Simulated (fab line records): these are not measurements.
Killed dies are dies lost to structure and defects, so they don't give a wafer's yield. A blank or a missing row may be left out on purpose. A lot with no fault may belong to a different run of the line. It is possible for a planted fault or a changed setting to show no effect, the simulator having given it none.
One fault seen from 2 desks || flow sky130 || what lay behind the numbers comes last; until then each desk has only its own

== DESK OF THE TOOL OWNER: pecvd-02 ==
The tool's own readings at SKY_CAP2M_CVD_00 (deposits SiO2, target thk 15.5 nm): means of the sampled wafers that have a number, for each lot that ran on this tool. If a lot's mean is further than 4 standard deviations from the usual mean, the lot is out of limits and carries the mark OUT (the distance appears in the brackets).
Columns: A = heater-power-w at SKY_CAP2M_CVD_00, usual 691 W
{"lot": "L684", "first seen here": "day 39 19:49", "A": 654}
{"lot": "L691", "first seen here": "day 42 03:42", "A": 627}
{"lot": "L692", "first seen here": "day 42 11:28", "A": 741}
{"lot": "L695", "first seen here": "day 43 03:01", "A": 691}
{"lot": "L699", "first seen here": "day 44 02:45", "A": 631}
{"lot": "L700", "first seen here": "day 44 12:10", "A": 686}
This desk's verdict: no lot among the 6 shows anything out of limits.

== FROM THE METROLOGY DESK ==
What the gauges read, lot by lot, whatever tool the lot ran on: means of the sampled wafers that have a number. If a lot's mean is further than 4 standard deviations from the usual mean, the lot is out of limits and carries the mark OUT (the distance appears in the brackets).
Columns: A = VIA2_OVL at SKY_VIA2_OVL_MEAS_13, usual -2 nm; B = METAL3_OVL at SKY_METAL3_OVL_MEAS_14, usual 2 nm; C = CAP2M_CVD_00_THK at SKY_CAP2M_THK_MEAS_01, usual 15.6 nm; D = CAP2M_TIN_THK at SKY_CAP2M_THK_MEAS_04, usual 202.1 nm
{"lot": "L684", "first seen here": "day 36 09:52", "A": -7, "B": 4, "C": 15.2, "D": 201.4}
{"lot": "L685", "first seen here": "day 36 17:54", "A": 0, "B": 6, "C": 15.8, "D": 201.0}
{"lot": "L686", "first seen here": "day 36 21:13", "A": -2, "B": -4, "C": 15.4, "D": 201.5}
{"lot": "L690", "first seen here": "day 38 08:38", "A": -4, "B": -2, "C": 15.6, "D": 201.8}
{"lot": "L691", "first seen here": "day 38 19:21", "A": -2, "B": 0, "C": 15.4, "D": 201.2}
{"lot": "L692", "first seen here": "day 39 04:42", "A": -4, "B": 7, "C": 15.1, "D": 203.6}
{"lot": "L694", "first seen here": "day 39 13:34", "A": 2, "B": 2, "C": 15.7, "D": 198.6}
{"lot": "L695", "first seen here": "day 39 19:30", "A": -1, "B": 4, "C": 15.2, "D": 200.4}
{"lot": "L699", "first seen here": "day 40 20:26", "A": 6, "B": -3, "C": "12.6 (-9.2) OUT", "D": 201.8}
{"lot": "L700", "first seen here": "day 41 07:30", "A": -6, "B": 3, "C": "10.8 (-15) OUT", "D": 200.7}
{"lot": "L706", "first seen here": "day 42 20:02", "A": 2, "B": 7, "C": 15.9, "D": 203.8}
{"lot": "L707", "first seen here": "day 43 01:30", "A": -0, "B": -1, "C": 15.8, "D": 207.2}
Per this desk, out of limits: L699, L700; the first was L699, day 44 02:47 (CAP2M_CVD_00_THK at SKY_CAP2M_THK_MEAS_01). Within limits: L684, L685, L686, L690, L691, L692, L694, L695, L706, L707.

== ALL TOGETHER ==
The metrology desk could have raised an alarm at day 44 02:47, on L699, L700.
The tool owner's desk saw nothing out of limits.
Tool owner's desk: L699, L700 on record, inside its limits.
Every lot named ran SKY_CAP2M_CVD_00 on pecvd-02.

== WHAT HAD BEEN PUT IN BY THE SIMULATOR ==
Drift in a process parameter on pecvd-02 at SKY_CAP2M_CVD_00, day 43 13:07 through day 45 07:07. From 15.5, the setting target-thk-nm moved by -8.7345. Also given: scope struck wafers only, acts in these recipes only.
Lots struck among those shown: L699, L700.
Delay in hours, fault start to first out-of-limits reading, per desk: metrology desk 14.
